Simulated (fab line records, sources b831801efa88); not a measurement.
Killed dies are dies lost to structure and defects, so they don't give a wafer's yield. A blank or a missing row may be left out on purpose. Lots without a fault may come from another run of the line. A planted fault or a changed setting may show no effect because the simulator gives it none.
fab line records | flow sky130
record lots=6 wafers=16 last_day=50
route steps=708 shown CAPM@548 METAL3@555 PAD_OPEN@708
lots that met no fault: from a run of the same line without faults
start_h: hours from the record's first day to the start of the lot's first wafer shown | wait_h: hours since the lot's step before | " the same as in the row above | L1.1+2: a row that stands for several wafers | - no value, or no start given | * or withheld: withheld | < > ~ a bound
route shown NAME@n: a module of which the file shows steps, and the number in the route of the first | usual: mean/standard deviation of fault-free wafers | same: alike in all rows | chamber/n: place in a boat | sites: the reading at each site | _std_site: their standard deviation | _edge_site: outer sites' mean less inner sites' | radius_mm: how far each site lies from the wafer's centre | mask NAME#n: copy n | behind: the tool/chamber that last shaped the wafer | hold: why the lot was held/for how many hours/how that ended | device: the transistor (n, p or np) that didn't switch | end of line: the same wafers' tests at the end of the route | a step without rows: its recipe alone | killed: dies lost to structure and defects at the first sort, not the wafer's yield | map: a wafer's dies, x killed, . not, _ none there
set.NAME: the setting as run; set.NAME@STEP: as run at that earlier step | model.NAME: the simulator's own value behind a step, which no gauge read
lots at some steps of the route; a table a step, a row a wafer
services: from which hour (start_h, from the record's first day; less than 0 if before it) a tool's chamber was out of use, for how many hours, and why
## steps
# step SKY_CAPM_DEVELOP_11
# recipe resist=NOVOLAK developer=TMAH develop_time_s=60 dev_temp_c=23
# step SKY_CAPM_OVL_MEAS_12
# usual CAPM_OVL=0.1/1.3
# columns lot.wafer tool chamber start_h wait_h CAPM_OVL[nm]
L247.2 overlay-01 - 932.11 0.1 -0.9
L247.5 " - " " -0.9
L247.6 " - " " -0.1
L248.2 overlay-02 - 940.27 0.1 0.2
L248.3 " - " " 0.1
L248.5 " - " " 1.3
L250.2 overlay-02 - 965.77 0.1 1.7
L250.6 " - " " -0.7
L254.4 overlay-02 - 988.69 0.1 -0.6
L254.6 " - " " -1.3
L262.2 overlay-02 - 1037.82 0.1 1.6
L262.3 " - " " 1.0
L262.6 " - " " -0.1
L260.2 overlay-02 - 1040.92 0.1 1.2
L260.4 " - " " 3.1
L260.5 " - " " 0.2
# step SKY_CAPM_METAL_ETCH_13
# recipe target_depth_nm=220 stop_on=SiO2 chemistry=Cl2/BCl3 target=TiN pressure_mtorr=10 icp_w=900 bias_w=48.5 Cl2_flow_sccm=60 bcl3_flow_sccm=30 time_s=62.9
# usual drypump_motor_current_A=5.58/0.22 mfc_cl2_sccm=60.01/0.18 oes_product_au=0.941/0.009 throttle_valve_pct=21.902/0.011
# columns lot.wafer tool chamber start_h wait_h drypump_motor_current_A mfc_cl2_sccm oes_product_au rf_hours_counter_h throttle_valve_pct
L247.2 rie_metal-03 1 932.14 0.0 5.58 60.29 0.947 2 21.901
L247.5 " 1 " " 5.61 60.25 0.937 - 21.911
L247.6 " 0 " " 5.64 59.76 0.935 - 21.909
L248.2 rie_metal-02 0 940.30 0.0 5.30 59.88 0.929 13 21.898
L248.3 " 0 " " 5.28 59.83 0.932 - 21.904
L248.5 " 0 " " 5.28 59.91 0.944 - 21.922
L250.2 rie_metal-04 1 965.80 0.0 5.21 59.86 0.944 10 21.910
L250.6 " 0 " " 5.84 59.82 0.942 - 21.908
L254.4 rie_metal-02 1 988.73 0.0 5.81 59.88 0.943 - 21.919
L254.6 " 0 " " 5.28 60.25 0.945 - 21.889
L262.2 rie_metal-02 1 1037.85 0.0 5.82 60.10 0.941 10 21.906
L262.3 " 1 " " 5.80 60.09 0.936 - 21.880
L262.6 " 1 " " 5.80 60.01 0.941 - 21.915
L260.2 rie_metal-04 0 1040.95 0.0 5.85 59.97 0.949 16 21.895
L260.4 " 0 " " 5.85 60.06 0.953 - 21.905
L260.5 " 0 " " 5.85 59.92 0.954 - 21.899
# step SKY_CAPM_STRIP_14
# recipe chemistry=O2/N2 power_w=1400 pressure_mtorr=1500 platen_temp_c=withheld o2_flow_sccm=3000 n2_flow_sccm=300 overash_fraction=0.5
# usual drypump_motor_current_A=5.4/0.46 o2_flow_sccm=3000/8.4 oes_product_au=0.710/0.0043 strip_time_to_endpoint_s=12.66/0.045
# columns lot.wafer tool chamber start_h wait_h drypump_motor_current_A o2_flow_sccm oes_product_au rf_hours_counter_h strip_time_to_endpoint_s
L247.2 plasma_asher-03 0 932.22 0.1 5.3 2994 0.708 77 12.65
L247.5 " 0 " " 5.3 3008 0.717 - 12.67
L247.6 " 1 " " 4.9 2999 0.704 - 12.72
L248.2 plasma_asher-01 1 940.38 0.1 5.4 2997 0.711 20 12.68
L248.3 " 0 " " 5.1 2991 0.713 - 12.69
L248.5 " 0 " " 5.1 3018 0.717 - 12.66
L250.2 plasma_asher-03 1 965.88 0.1 4.9 2992 0.708 80 12.71
L250.6 " 0 " " 5.3 3010 0.707 - 12.69
L254.4 plasma_asher-04 0 988.82 0.1 5.8 2997 0.710 - 12.59
L254.6 " 0 " " 5.9 2990 0.709 - 12.59
L262.2 plasma_asher-01 0 1037.92 0.1 5.1 3003 0.714 30 12.63
L262.3 " 1 " " 5.4 3014 0.715 - 12.62
L262.6 " 1 " " 5.4 2995 0.713 - 12.66
L260.2 plasma_asher-04 0 1041.03 0.1 5.9 2981 0.711 62 12.65
L260.4 " 1 " " 6.3 2997 0.705 - 12.62
L260.5 " 0 " " 5.9 2988 0.717 - 12.63
# step SKY_CAPM_STRIP_15
# recipe chemistry=post_etch_residue_remover time_s=1200 temp_c=72.5
# step SKY_CAPM_CLEAN_16
# recipe chemistry=IPA time_s=180 temp_c=25
# step SKY_CAPM_CLEAN_17
# recipe chemistry=O3/DIW dry=n2_spin
# step SKY_METAL3_DEHYDRATE_05
# recipe temp_c=200 time_s=60
# step SKY_METAL3_HMDS_06
# recipe prime_time_s=60 prime_temp_c=120
# step SKY_METAL3_COAT_07
# recipe resist=BARC temp_c=withheld time_s=withheld spin_rpm=3000 resist_thk_nm=60
# step SKY_METAL3_COAT_08
# recipe resist=KrF-thick spin_rpm=3000 resist_thk_nm=1140
# step SKY_METAL3_SOFTBAKE_09
# recipe temp_c=100 time_s=90 resist=KrF-thick
# step SKY_METAL3_EXPOSE_10
# recipe mask_id=MM3 na=0.68 source_shape=annular sigma_inner=0.4 sigma_outer=0.8 target_cd_nm=300 dose_mj=28
# columns lot.wafer tool chamber start_h wait_h mask
L247.2+5+6 krf_scanner-01 0 945.23 - MM3#0
L248.2+3+5 krf_scanner-02 0 952.71 - MM3#0
L250.2+6 krf_scanner-02 0 978.33 - MM3#0
L254.4+6 krf_scanner-02 0 1000.35 - MM3#0
L262.2+3+6 krf_scanner-01 0 1049.25 - MM3#0
L260.2+4+5 krf_scanner-01 0 1052.85 - MM3#0
# step SKY_METAL3_PEB_11
# recipe peb_temp_c=withheld peb_time_s=withheld resist=KrF-thick
# step SKY_METAL3_DEVELOP_12
# recipe develop_time_s=60 resist=KrF-thick dev_temp_c=21
# step SKY_METAL3_CD_MEAS_13
# recipe target_cd_nm=300
# usual cd_nm=300.0/1.3
# columns lot.wafer tool chamber start_h wait_h cd_nm
L247.2 cd_sem-01 - 957.16 - 300.1
L247.5 " - " " 300.0
L247.6 " - " " 299.8
L248.2 cd_sem-01 - 965.59 - 301.9
L248.3 " - " " 303.6
L248.5 " - " " 303.3
L250.2 cd_sem-02 - 990.26 - 302.2
L250.6 " - " " 269.5
L254.4 cd_sem-02 - 1012.55 - 300.7
L254.6 " - " " 266.6
L262.2 cd_sem-01 - 1060.31 - 296.0
L262.3 " - " " 298.2
L262.6 " - " " 297.5
L260.2 cd_sem-01 - 1063.73 - 298.1
L260.4 " - " " 298.4
L260.5 " - " " 298.2
# step SKY_METAL3_OVL_MEAS_14
# usual METAL3_OVL=-1/5.3
# columns lot.wafer tool chamber start_h wait_h METAL3_OVL[nm]
L247.2 overlay-01 - 957.26 0.1 -8
L247.5 " - " " -4
L247.6 " - " " -5
L248.2 overlay-01 - 965.70 0.1 1
L248.3 " - " " -5
L248.5 " - " " -2
L250.2 overlay-01 - 990.36 0.1 2
L250.6 " - " " 0
L254.4 overlay-01 - 1012.62 0.1 3
L254.6 " - " " 0
L262.2 overlay-02 - 1060.41 0.1 -6
L262.3 " - " " -10
L262.6 " - " " -4
L260.2 overlay-02 - 1063.84 0.1 1
L260.4 " - " " 1
L260.5 " - " " 1
# step SKY_METAL3_DESCUM_15
# recipe chemistry=O2 source_power_w=150 bias_power_w=0 pressure_mtorr=10 temp_c=40 time_s=8
# usual drypump_motor_current_A=5.58/0.24 oes_product_au=1.003/0.0081
# columns lot.wafer tool chamber start_h wait_h drypump_motor_current_A oes_product_au rf_hours_counter_h model.METAL3.cd_nm
L247.2 rie_metal-01 0 957.29 0.0 5.65 1.002 15 299.8
L247.5 " 1 " " 5.66 0.998 - 299.6
L247.6 " 0 " " 5.62 0.996 - 299.7
L248.2 rie_metal-01 0 965.73 0.0 5.64 1.005 15 302.2
L248.3 " 1 " " 5.66 1.010 - 303.4
L248.5 " 1 " " 5.67 1.013 - 303.5
L250.2 rie_metal-04 1 990.39 0.0 5.22 0.989 11 301.5
L250.6 " 1 " " 5.25 0.990 - 269
L254.4 rie_metal-04 1 1012.65 0.0 5.22 1.011 - 299.7
L254.6 " 0 " " 5.84 1.027 - 266.1
L262.2 rie_metal-04 1 1060.44 0.0 5.23 0.994 15 295.3
L262.3 " 1 " " 5.24 1.005 - 298
L262.6 " 0 " " 5.85 1.004 - 297.1
L260.2 rie_metal-04 0 1063.87 0.0 5.85 1.012 17 297.6
L260.4 " 1 " " 5.22 0.998 - 297.7
L260.5 " 1 " " 5.23 1.001 - 297.7
# step SKY_METAL3_ETCH_16
# recipe chemistry=N2/H2 target=BARC ion_energy_ev=200 bias_w=100 pressure_mtorr=30 n2_flow_sccm=100 h2_flow_sccm=200 icp_w=500 stop_on=SiO2 time_s=88.2 target_depth_a=600
# usual drypump_motor_current_A=5.59/0.24 h2_flow_sccm=200.0/0.55 oes_product_au=0.626/0.0048 throttle_valve_pct=13.204/0.0081
# columns lot.wafer tool chamber start_h wait_h drypump_motor_current_A h2_flow_sccm oes_product_au rf_hours_counter_h throttle_valve_pct
L247.2 rie_metal-01 0 957.32 0.0 5.66 199.1 0.634 15 13.207
L247.5 " 1 " " 5.69 200.7 0.630 - 13.217
L247.6 " 0 " " 5.65 199.2 0.626 - 13.203
L248.2 rie_metal-01 0 965.76 0.0 5.65 200.0 0.621 15 13.212
L248.3 " 1 " " 5.67 199.5 0.626 - 13.206
L248.5 " 1 " " 5.68 200.3 0.630 - 13.210
L250.2 rie_metal-04 1 990.42 0.0 5.27 200.2 0.632 11 13.200
L250.6 " 1 " " 5.25 200.0 0.626 - 13.210
L254.4 rie_metal-04 1 1012.71 0.0 5.20 199.7 0.617 - 13.200
L254.6 " 0 " " 5.86 200.6 0.627 - 13.211
L262.2 rie_metal-04 1 1060.47 0.0 5.26 199.9 0.629 15 13.219
L262.3 " 1 " " 5.26 200.0 0.625 - 13.206
L262.6 " 0 " " 5.87 199.3 0.633 - 13.211
L260.2 rie_metal-04 0 1063.90 0.0 5.85 199.9 0.627 17 13.205
L260.4 " 1 " " 5.24 199.5 0.629 - 13.197
L260.5 " 1 " " 5.24 200.2 0.618 - 13.208
# step SKY_METAL3_ETCH_17
# recipe target=SiO2 stop_on=TiN chemistry=C4F8/O2/Ar source_w=1500 bias_w=1200 pressure_mtorr=40 c4f8_flow_sccm=withheld O2_flow_sccm=6 Ar_flow_sccm=300 time_s=3.9 target_depth_a=150
# usual oes_product_au=0.754/0.0082
# columns lot.wafer tool chamber start_h wait_h oes_product_au rf_hours_counter_h
L247.2 rie_diel-03 0 957.42 0.1 0.753 2
L247.5 " 1 " " 0.755 -
L247.6 " 0 " " 0.748 -
L248.2 rie_diel-02 3 965.86 0.1 0.764 13
L248.3 " 1 " " 0.760 12
L248.5 " 3 " " 0.750 -
L250.2 rie_diel-03 3 990.52 0.1 0.753 14
L250.6 " 3 " " 0.743 -
L254.4 rie_diel-02 1 1012.78 0.0 0.750 -
L254.6 " 3 " " 0.756 -
L262.2 rie_diel-04 0 1060.57 0.1 0.755 7
L262.3 " 3 " " 0.750 13
L262.6 " 0 " " 0.765 -
L260.2 rie_diel-02 2 1064.00 0.1 0.738 14
L260.4 " 3 " " 0.760 17
L260.5 " 0 " " 0.751 -
# step SKY_METAL3_METAL_ETCH_18
# recipe target_depth_a=8450 stop_on=SiO2 over_etch_frac=0.3 time_s=183.1 chemistry=Cl2/BCl3 resist_sidewall_deg=88 pressure_mtorr=10 icp_w=900 bias_w=48.5 Cl2_flow_sccm=60 bcl3_flow_sccm=30
# usual drypump_motor_current_A=5.57/0.25 mfc_cl2_sccm=60.00/0.19 oes_product_au=0.864/0.0071 throttle_valve_pct=22.265/0.0098
# columns lot.wafer tool chamber start_h wait_h drypump_motor_current_A mfc_cl2_sccm oes_product_au rf_hours_counter_h throttle_valve_pct model.METAL3.cd_nm
L247.2 rie_metal-04 0 957.44 0.0 5.86 60.08 0.860 12 22.269 307
L247.5 " 1 " " 5.26 60.21 0.863 - 22.259 300.6
L247.6 " 0 " " 5.84 60.38 0.869 - 22.265 301.9
L248.2 rie_metal-02 1 965.87 0.0 5.78 60.49 0.864 5 22.273 298.1
L248.3 " 0 " " 5.29 60.21 0.868 - 22.268 296.6
L248.5 " 0 " " 5.28 60.06 0.869 - 22.264 299.5
L250.2 rie_metal-01 0 990.54 0.0 5.66 59.96 0.869 16 22.261 295
L250.6 " 0 " " 5.67 59.80 0.868 - 22.265 264.5
L254.4 rie_metal-01 1 1012.98 0.2 5.64 59.64 0.857 - 22.261 300.5
L254.6 " 1 " " 5.67 60.03 0.848 - 22.264 262
L262.2 rie_metal-02 0 1060.59 0.0 5.28 60.10 0.876 20 22.279 288.3
L262.3 " 0 " " 5.27 59.93 0.867 - 22.271 290.7
L262.6 " 0 " " 5.30 60.01 0.873 - 22.272 285.2
L260.2 rie_metal-02 0 1064.02 0.0 5.30 59.86 0.851 21 22.253 293
L260.4 " 1 " " 5.83 59.73 0.848 - 22.242 300.3
L260.5 " 1 " " 5.83 59.78 0.846 - 22.250 299.2
# step SKY_METAL3_STRIP_19
# recipe chemistry=O2/N2 power_w=1400 pressure_mtorr=1500 platen_temp_c=withheld o2_flow_sccm=3000 n2_flow_sccm=300 overash_fraction=0.5
# usual drypump_motor_current_A=5.7/0.42 o2_flow_sccm=2999/9.3 oes_product_au=0.502/0.0054 strip_time_to_endpoint_s=6.52/0.074
# columns lot.wafer tool chamber start_h wait_h drypump_motor_current_A o2_flow_sccm oes_product_au rf_hours_counter_h strip_time_to_endpoint_s
L247.2 plasma_asher-04 1 957.62 0.1 6.3 3003 0.506 54 6.45
L247.5 " 1 " " 6.3 3015 0.517 - 6.59
L247.6 " 0 " " 5.8 2981 0.498 - 6.39
L248.2 plasma_asher-02 0 966.05 0.1 5.7 2999 0.486 113 6.39
L248.3 " 1 " " 5.8 2994 0.507 - 6.59
L248.5 " 1 " " 5.8 2986 0.505 - 6.57
L250.2 plasma_asher-02 0 990.72 0.1 5.7 2985 0.490 116 6.36
L250.6 " 0 " " 5.7 2976 0.498 - 6.36
L254.4 plasma_asher-02 0 1013.19 0.2 5.7 3001 0.506 - 6.54
L254.6 " 1 " " 5.8 2996 0.505 - 6.49
L262.2 plasma_asher-04 0 1060.77 0.1 5.8 2996 0.502 64 6.58
L262.3 " 1 " " 6.3 3007 0.495 - 6.55
L262.6 " 1 " " 6.2 3005 0.501 - 6.54
L260.2 plasma_asher-04 1 1064.19 0.1 6.3 3021 0.506 64 6.61
L260.4 " 0 " " 5.8 3013 0.497 - 6.54
L260.5 " 1 " " 6.3 3018 0.503 - 6.56
# step SKY_PAD_OPEN_PROBE_99
# columns lot.wafer tool chamber start_h wait_h model.etest.met3.width_nm model.etest.met3.line_ohm_um
L247.2 prober-01 - 1123.43 0.1 305.5 0.1416
L247.5 prober-01 - 1123.58 0.2 300.7 0.1413
L247.6 prober-01 - 1123.63 0.2 305.4 0.1395
L248.2 prober-02 - 1128.45 0.1 298.2 0.1408
L248.3 prober-02 - 1128.50 0.2 296.5 0.1432
L248.5 prober-02 - 1128.60 0.2 300.9 0.1423
L250.2 prober-02 - 1147.87 0.1 295.8 0.1439
L250.6 prober-02 - 1148.07 0.2 265.3 0.1602
L254.4 prober-02 - 1165.09 0.2 302.5 0.1438
L254.6 prober-02 - 1165.19 0.2 262 0.1643
L262.2 prober-02 - 1200.44 0.1 287.2 0.1472
L262.3 prober-02 - 1200.49 0.2 289.9 0.146
L262.6 prober-02 - 1200.64 0.2 285.4 0.1474
L260.2 prober-01 - 1202.18 0.1 293.4 0.147
L260.4 prober-01 - 1202.28 0.2 299.8 0.1457
L260.5 prober-01 - 1202.33 0.2 298.3 0.147
# killed by level:class
L247.2 CONTACT:geometric_particle:short=9 VIA1:geometric_particle:open=9 POLY_GATE:geometric_particle:open=8 CONTACT:geometric_particle:open=8 VIA3:geometric_particle:open=7 METAL1:geometric_particle:short=7 METAL2:geometric_particle:short=7 LI_CONTACT:geometric_particle:open=6
L247.5 METAL1:geometric_particle:short=11 CONTACT:geometric_particle:open=11 VIA1:geometric_particle:open=6 VIA2:geometric_particle:open=6 LI_CONTACT:geometric_particle:open=5 VIA3:geometric_particle:open=5 VIA2:geometric_particle:short=4 POLY_GATE:geometric_particle:short=3
L247.6 VIA2:geometric_particle:open=10 VIA1:geometric_particle:open=9 VIA3:geometric_particle:open=8 CONTACT:geometric_particle:open=7 LI_CONTACT:geometric_particle:open=6 METAL1:geometric_particle:short=5 METAL2:geometric_particle:short=4 FIELD_ISO:geometric_particle:open=3
L248.2 VIA1:geometric_particle:open=9 LI_CONTACT:geometric_particle:open=8 VIA3:geometric_particle:open=7 CONTACT:geometric_particle:short=6 METAL2:geometric_particle:short=6 POLY_GATE:geometric_particle:short=4 LI_CONTACT:geometric_particle:short=4 CONTACT:geometric_particle:open=4
L248.3 VIA1:geometric_particle:open=8 CONTACT:geometric_particle:open=7 VIA2:geometric_particle:open=7 FIELD_ISO:geometric_particle:short=6 CONTACT:geometric_particle:short=6 METAL3:geometric_particle:short=6 LI_CONTACT:geometric_particle:open=5 VIA3:geometric_particle:open=5
L248.5 CONTACT:geometric_particle:open=9 VIA3:geometric_particle:open=8 VIA1:geometric_particle:open=8 VIA2:geometric_particle:open=8 FIELD_ISO:geometric_particle:short=7 METAL2:geometric_particle:short=6 VIA1:geometric_particle:short=5 POLY_CUT:geometric_particle:open=4
L262.2 VIA1:geometric_particle:open=10 CONTACT:geometric_particle:open=8 LI_CONTACT:geometric_particle:open=6 LOCAL_INTERCONNECT:geometric_particle:short=5 METAL1:geometric_particle:short=4 VIA1:geometric_particle:short=4 VIA2:geometric_particle:open=4 VIA3:geometric_particle:open=4
L262.3 CONTACT:geometric_particle:open=12 VIA1:geometric_particle:open=11 FIELD_ISO:geometric_particle:open=7 POLY_GATE:geometric_particle:short=7 VIA2:geometric_particle:short=6 FIELD_ISO:geometric_particle:short=5 POLY_GATE:geometric_particle:open=5 LOCAL_INTERCONNECT:geometric_particle:short=5
L262.6 VIA1:geometric_particle:open=14 CONTACT:geometric_particle:open=8 CONTACT:geometric_particle:short=5 VIA2:geometric_particle:open=5 VIA1:geometric_particle:short=4 METAL2:geometric_particle:short=4 FIELD_ISO:geometric_particle:open=3 METAL1:geometric_particle:short=3
L260.2 LI_CONTACT:geometric_particle:open=9 VIA2:geometric_particle:open=8 FIELD_ISO:geometric_particle:open=5 VIA3:geometric_particle:open=5 METAL2:geometric_particle:short=5 CONTACT:geometric_particle:open=5 VIA1:geometric_particle:short=5 METAL4:geometric_particle:short=5
L260.4 CONTACT:geometric_particle:open=11 VIA1:geometric_particle:open=7 VIA2:geometric_particle:open=5 METAL3:geometric_particle:short=5 CONTACT:geometric_particle:short=5 VIA1:geometric_particle:short=5 METAL2:geometric_particle:short=5 FIELD_ISO:geometric_particle:short=4
L260.5 VIA1:geometric_particle:open=12 FIELD_ISO:geometric_particle:open=9 VIA2:geometric_particle:short=9 LI_CONTACT:geometric_particle:open=7 VIA2:geometric_particle:open=7 CONTACT:geometric_particle:open=6 VIA3:geometric_particle:open=6 CONTACT:geometric_particle:short=5
## services
# columns tool chamber start_h hours kind
krf_scanner-02 - 918.88 0.8 pm
rie_diel-02 2 939.54 6.5 repair
rie_diel-04 - 949.04 1.0 repair
krf_scanner-02 - 956.90 0.8 pm
krf_scanner-01 - 965.13 0.8 pm
rie_diel-04 1 969.12 3.3 repair
rie_diel-02 2 970.29 10.5 repair
krf_scanner-02 - 973.32 1.0 pm
rie_diel-02 0 986.08 10.7 repair
plasma_asher-03 - 988.18 1.3 repair
rie_diel-02 0 1009.67 21.2 repair
rie_metal-01 0 1010.40 10.6 repair
rie_diel-02 2 1012.58 4.7 repair
krf_scanner-01 - 1016.77 1.3 pm
krf_scanner-01 - 1018.79 5.9 repair
krf_scanner-01 - 1021.46 10.9 repair
rie_diel-03 - 1022.76 0.2 repair
rie_metal-01 - 1025.95 1.3 repair
rie_diel-03 1 1035.06 9.0 repair
krf_scanner-02 - 1039.94 1.3 pm
krf_scanner-01 - 1045.22 1.0 pm
rie_metal-01 1 1046.89 4.7 repair
plasma_asher-02 - 1055.25 9.0 pm
rie_metal-01 - 1062.84 54.9 repair
## key
first_sign step=SKY_METAL3_CD_MEAS_13 reading=cd_nm direction=down sigmas=24 usual=300.0 struck=268.0
effect none on later readings
model_effect step=SKY_METAL3_DESCUM_15 value=METAL3.cd_nm without=300.1 struck=267.6
model_effect step=SKY_METAL3_METAL_ETCH_18 value=METAL3.cd_nm without=295.8 struck=263.2
model_effect step=SKY_PAD_OPEN_PROBE_99 value=etest.met3.width_nm without=296.2 struck=263.7
met_at SKY_METAL3_EXPOSE_10
struck_wafers L250.6,L254.6
sort_left_out L250.6,L254.6
onset_between 952.71 978.33
fault kind=process_parameter_drift tool=krf_scanner-02 chamber=- onset_h=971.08 steps=SKY_METAL3_EXPOSE_10 channel=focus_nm offset=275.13 shape=step end_h=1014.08 scope=struck_wafers_only
# sort_left_out: the simulated sort isn't trusted on such a fault, so these wafers' sort isn't shown, and their yield isn't known
